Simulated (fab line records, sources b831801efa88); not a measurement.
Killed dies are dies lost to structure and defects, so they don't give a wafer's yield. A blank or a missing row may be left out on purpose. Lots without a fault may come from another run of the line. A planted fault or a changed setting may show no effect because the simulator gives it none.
A struck lot beside a sound one | flow gf180mcu | 14 steps out of a route of 602
Sound: wafers L403.2, L403.3, L403.6. Struck: wafers L409.1, L409.3, L409.6. The cause comes at the end.
At each step with rows: each side's tool, then ch and its chambers, then its first start. Under that, the readings that differ: sound wafers | struck wafers | difference of the means | sigmas: that difference in standard deviations of wafers without a fault.
alike: readings whose means differ by less than 2 such deviations, and words and numbers that are the same on both sides. not compared: withheld readings, readings that some wafer has no value for, bounds like >300 that may hide the same value, and numbers for which the record gives no deviation and whose values overlap.
The two part at a step that has a row with sigmas, a row that says differs or no value, or rows on one side only. Numbers that don't overlap but have no deviation are shown without sigmas and don't part them. A reading that every wafer of one side lacks parts them only if that side has two wafers or more.

first, 3 steps without rows for these wafers: GF_MIM_EXPOSE_16 (exposes mask FuseTop, target cd 2000 nm); GF_MIM_PEB_17; GF_MIM_DEVELOP_18 (develop time 60 s).
GF_MIM_METAL_ETCH_19: etches the open film in Cl2/BCl3, stops on Si3N4, target depth 324.5 nm, time 54.1 s.
  sound on rie_metal-02 ch 0,1, day 26 01:13; struck on rie_metal-01 ch 0,1, day 27 22:07
  reading                     | sound          | struck         | difference | sigmas
  drypump_motor_current_A (A) | 5.50 5.62 5.52 | 5.29 5.27 5.40 | -0.23      | -2
  alike: bcl3_flow_sccm, he_backside_leak_sccm, oes_product_au, throttle_valve_pct
  not compared: rf_hours_counter_h
GF_MIM_STRIP_20: strips in O2/N2.
  sound on plasma_asher-04 ch 0,1, day 26 01:17; struck on plasma_asher-04 ch 0,1, day 27 22:11
  alike: drypump_motor_current_A, heater_power_w, oes_product_au, strip_time_to_endpoint_s
  not compared: rf_hours_counter_h
then, 7 steps without rows for these wafers: GF_MIM_STRIP_21 (strips in post etch residue remover, time 1200 s); GF_MIM_CLEAN_22 (cleans in DIW); GF_M5_DEHYDRATE_00 (time 60 s); GF_M5_HMDS_01 (prime time 60 s); GF_M5_COAT_02 (resist thk 1000 nm); GF_M5_SOFTBAKE_03 (time 60 s); GF_M5_EXPOSE_04 (exposes mask Metal5, target cd 280 nm).
GF_M5_PEB_05: peb time 90 s.
  sound on litho_track-04 ch 0, day 26 21:34; struck on litho_track-03, day 28 17:28
  no value came back on the struck wafers for chill_plate_temp_C (C), exhaust_pa (Pa); on the sound wafers chill_plate_temp_C (C) reads 23.01 23.03 22.94
then, 1 step without rows for these wafers: GF_M5_DEVELOP_06 (develop time 60 s).

WHERE THEY PART
First at GF_MIM_METAL_ETCH_19; last, within this record, at GF_M5_PEB_05.

WHY: what the simulator had put in
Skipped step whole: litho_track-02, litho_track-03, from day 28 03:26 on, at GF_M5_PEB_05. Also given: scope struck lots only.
